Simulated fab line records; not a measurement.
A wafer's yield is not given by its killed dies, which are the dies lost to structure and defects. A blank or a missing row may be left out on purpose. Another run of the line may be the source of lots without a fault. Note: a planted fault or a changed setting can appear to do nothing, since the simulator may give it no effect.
Which tool is to blame? | flow gf180mcu | 36 wafers from 12 lots sampled at 6 of the route's 602 steps

## WHAT EACH GAUGE READ, for each wafer
GF_HV_LDD_TW_MEAS_50.
lot  | measured     | on            | HV_LDD_4_TW
L911 | day 12 14:43 | film metro-02 | 560 561 560
L917 | day 14 15:08 | film metro-03 | 569 567 567
L915 | day 14 15:32 | film metro-03 | 570 564 568
L920 | day 15 14:36 | film metro-01 | 571 569 572
L921 | day 16 04:04 | film metro-02 | 565 562 564
L923 | day 17 00:34 | film metro-01 | 30 30 30
L924 | day 17 07:48 | film metro-02 | 29 29 30
L925 | day 17 23:15 | film metro-01 | 30 30 30
L926 | day 18 04:07 | film metro-02 | 567 567 562
L930 | day 19 03:10 | film metro-02 | 560 561 562
L932 | day 19 23:21 | film metro-02 | 560 560 558
L933 | day 20 07:51 | film metro-03 | 569 564 567

GF_M2_CD_MEAS_14: the cd target is 280 nm.
lot  | measured     | on        | cd nm (nm)
L911 | day 19 10:41 | cd sem-01 | 280.7 280.3 280.5
L917 | day 21 18:04 | cd sem-02 | 279.7 279.7 279.1
L915 | day 21 19:44 | cd sem-01 | 280.5 280.0 280.6
L920 | day 22 21:23 | cd sem-02 | 280.4 281.3 280.8
L921 | day 23 09:08 | cd sem-01 | 279.4 279.3 279.6
L926 | day 25 16:23 | cd sem-02 | 279.8 280.0 278.6
L930 | day 26 10:41 | cd sem-02 | 279.1 278.6 278.6
L932 | day 26 22:10 | cd sem-02 | 278.5 278.3 279.9
L933 | day 27 09:10 | cd sem-02 | 281.2 280.6 280.4

GF_V2_THK_MEAS_01.
lot  | measured     | on            | V2_CVD_00_THK (nm)
L911 | day 19 11:41 | film metro-03 | 590 580 593
L917 | day 21 18:56 | film metro-02 | 598 595 603
L915 | day 21 20:41 | film metro-02 | 607 595 598
L920 | day 22 22:16 | film metro-01 | 586 604 599
L921 | day 23 10:00 | film metro-01 | 595 602 606
L926 | day 25 17:14 | film metro-01 | 600 605 604
L930 | day 26 11:32 | film metro-02 | 598 594 592
L932 | day 26 23:04 | film metro-03 | 604 602 599
L933 | day 27 10:10 | film metro-02 | 591 592 586

## WHAT TOOL EACH LOT RAN ON (gives the tool, then ch and the chambers of the sampled wafers, and finally the start)
lot  | GF_HV_LDD_STRIP_37                   | GF_HV_LDD_STRIP_49                   | GF_CONTACT_CMP_27
L911 | plasma asher-03 ch 0,1, day 11 19:11 | plasma asher-01 ch 0,1, day 12 14:37 | cmp-02 ch 0,1,2, day 16 08:46
L917 | plasma asher-01 ch 0,1, day 13 18:50 | plasma asher-02 ch 0,1, day 14 15:02 | cmp-02 ch 1,3, day 18 14:48
L915 | plasma asher-01 ch 0,1, day 13 19:10 | plasma asher-02 ch 0,1, day 14 15:26 | cmp-02 ch 0,3, day 18 16:26
L920 | plasma asher-01 ch 0,1, day 14 16:47 | plasma asher-02 ch 0,1, day 15 14:30 | cmp-02 ch 1,2,3, day 19 17:08
L921 | plasma asher-02 ch 0,1, day 15 05:45 | plasma asher-01 ch 0,1, day 16 03:57 | cmp-02 ch 0,1,3, day 20 07:39
L923 | plasma asher-01 ch 0,1, day 16 01:30 | plasma asher-03 ch 0,1, day 17 00:27 | -
L924 | plasma asher-03 ch 0,1, day 16 09:06 | plasma asher-01 ch 0,1, day 17 07:42 | -
L925 | plasma asher-03 ch 0, day 16 23:56   | plasma asher-03 ch 0,1, day 17 23:09 | -
L926 | plasma asher-03 ch 0,1, day 17 04:15 | plasma asher-02 ch 0,1, day 18 04:00 | cmp-01 ch 2,3, day 22 17:49
L930 | plasma asher-01 ch 0,1, day 18 02:22 | plasma asher-02 ch 0,1, day 19 03:05 | cmp-02 ch 0,1, day 23 09:50
L932 | plasma asher-03 ch 0,1, day 18 22:48 | plasma asher-01 ch 0,1, day 19 23:15 | cmp-01 ch 0,1,3, day 24 03:20
L933 | plasma asher-03 ch 0,1, day 19 07:30 | plasma asher-01 ch 0,1, day 20 07:45 | cmp-01 ch 1,2, day 24 11:01
- GF_HV_LDD_STRIP_37: strips in O2/N2.
- GF_HV_LDD_STRIP_49: strips in O2/N2.
- GF_CONTACT_CMP_27: polishes, stops on SiO2, t overpolish 15 s, target thk 0 nm.

## AS READ BY THE TOOLS THEMSELVES (means over the sampled wafers that have a number; for cases with no such wafer, the mark the record gives instead)
GF_HV_LDD_STRIP_37.
lot  | tool            | chamber pressure mTorr (mTorr) | drypump motor current A (A) | heater power w (W) | oes product au (a.u.) | strip time to endpoint s (s)
L911 | plasma asher-03 | 1499.8                         | 5.8                         | 361                | 0.715                 | 12.60
L917 | plasma asher-01 | 1501.7                         | 5.5                         | 319                | 0.715                 | 12.58
L915 | plasma asher-01 | 1499.1                         | 5.4                         | 322                | 0.716                 | 12.62
L920 | plasma asher-01 | 1499.7                         | 5.5                         | 321                | 0.708                 | 12.64
L921 | plasma asher-02 | 1501.6                         | 5.4                         | 338                | 0.720                 | 12.63
L923 | plasma asher-01 | -                              | -                           | -                  | -                     | -
L924 | plasma asher-03 | -                              | -                           | -                  | -                     | -
L925 | plasma asher-03 | -                              | -                           | -                  | -                     | -
L926 | plasma asher-03 | 1499.5                         | 5.8                         | 356                | 0.710                 | 12.61
L930 | plasma asher-01 | 1500.5                         | 5.7                         | 327                | 0.716                 | 12.65
L932 | plasma asher-03 | 1501.3                         | 5.6                         | 344                | 0.713                 | 12.61
L933 | plasma asher-03 | 1499.4                         | 5.7                         | 345                | 0.716                 | 12.67

GF_HV_LDD_STRIP_49.
lot  | tool            | chamber pressure mTorr (mTorr) | drypump motor current A (A) | heater power w (W) | oes product au (a.u.) | strip time to endpoint s (s)
L911 | plasma asher-01 | 1500.2                         | 5.5                         | 318                | 0.716                 | 12.56
L917 | plasma asher-02 | 1498.0                         | 5.7                         | 345                | 0.718                 | 12.60
L915 | plasma asher-02 | 1499.0                         | 5.4                         | 350                | 0.717                 | 12.65
L920 | plasma asher-02 | 1499.6                         | 5.6                         | 344                | 0.717                 | 12.69
L921 | plasma asher-01 | 1499.2                         | 5.5                         | 321                | 0.712                 | 12.60
L923 | plasma asher-03 | 1498.9                         | 5.6                         | 342                | 0.721                 | 27.53
L924 | plasma asher-01 | 1500.5                         | 5.4                         | 312                | 0.717                 | 27.67
L925 | plasma asher-03 | 1500.6                         | 5.8                         | 354                | 0.724                 | 27.55
L926 | plasma asher-02 | 1500.9                         | 5.7                         | 350                | 0.714                 | 12.62
L930 | plasma asher-02 | 1499.1                         | 5.4                         | 346                | 0.720                 | 12.66
L932 | plasma asher-01 | 1500.0                         | 5.7                         | 334                | 0.715                 | 12.68
L933 | plasma asher-01 | 1499.2                         | 5.7                         | 334                | 0.722                 | 12.60

GF_CONTACT_CMP_27.
lot  | tool   | motor current A (A) | overpolish run s (s) | time to endpoint s (s)
L911 | cmp-02 | 10.2                | 15.002               | 74
L917 | cmp-02 | 10.4                | 14.999               | 77
L915 | cmp-02 | 9.7                 | 14.988               | 73
L920 | cmp-02 | 10.0                | 14.993               | 75
L921 | cmp-02 | 10.2                | 15.005               | 70
L926 | cmp-01 | 11.4                | 14.996               | 78
L930 | cmp-02 | 10.2                | 15.002               | 70
L932 | cmp-01 | 11.0                | 15.002               | 72
L933 | cmp-01 | 11.3                | 14.995               | 74

## THE ANSWER, worked out from the rows above alone
Rule: what is usual is taken from the lots themselves. The widest of any qualifying gaps counts: lots, ordered by their means at a reading, are off when they make up no more than a third of the lots, leave a main group of 4 or more, and stand apart from it by 3 or more times the standard deviation of that group's means. The tables above print the reading to a certain number of digits; a main group whose means all agree to those digits is not used. Also off: a lot with no number at a reading for which 4 or more lots have one. All remaining lots with rows at the step are treated as sound. After the gauges, taken in route order, come the tools' own readings; for these a lot's mean is taken, as printed above. At the first step where some lot is off, the reading lying furthest off is the one used; lots without a number count as furthest.
Off: at GF_HV_LDD_TW_MEAS_50 (HV_LDD_4_TW), L923, L924, L925. Main group: mean 565, sd 3.6.
If a tool, at a process step before that reading, ran all the lots that are off and no sound lot after the first of them, it fits. The gauges at GF_HV_LDD_TW_MEAS_50 aren't tried: what is off there is off at GF_HV_LDD_STRIP_37 too, on other tools, and a gauge's error can't cause that. No candidate that was tried fits.

## WHAT THE SIMULATOR HAD PUT IN
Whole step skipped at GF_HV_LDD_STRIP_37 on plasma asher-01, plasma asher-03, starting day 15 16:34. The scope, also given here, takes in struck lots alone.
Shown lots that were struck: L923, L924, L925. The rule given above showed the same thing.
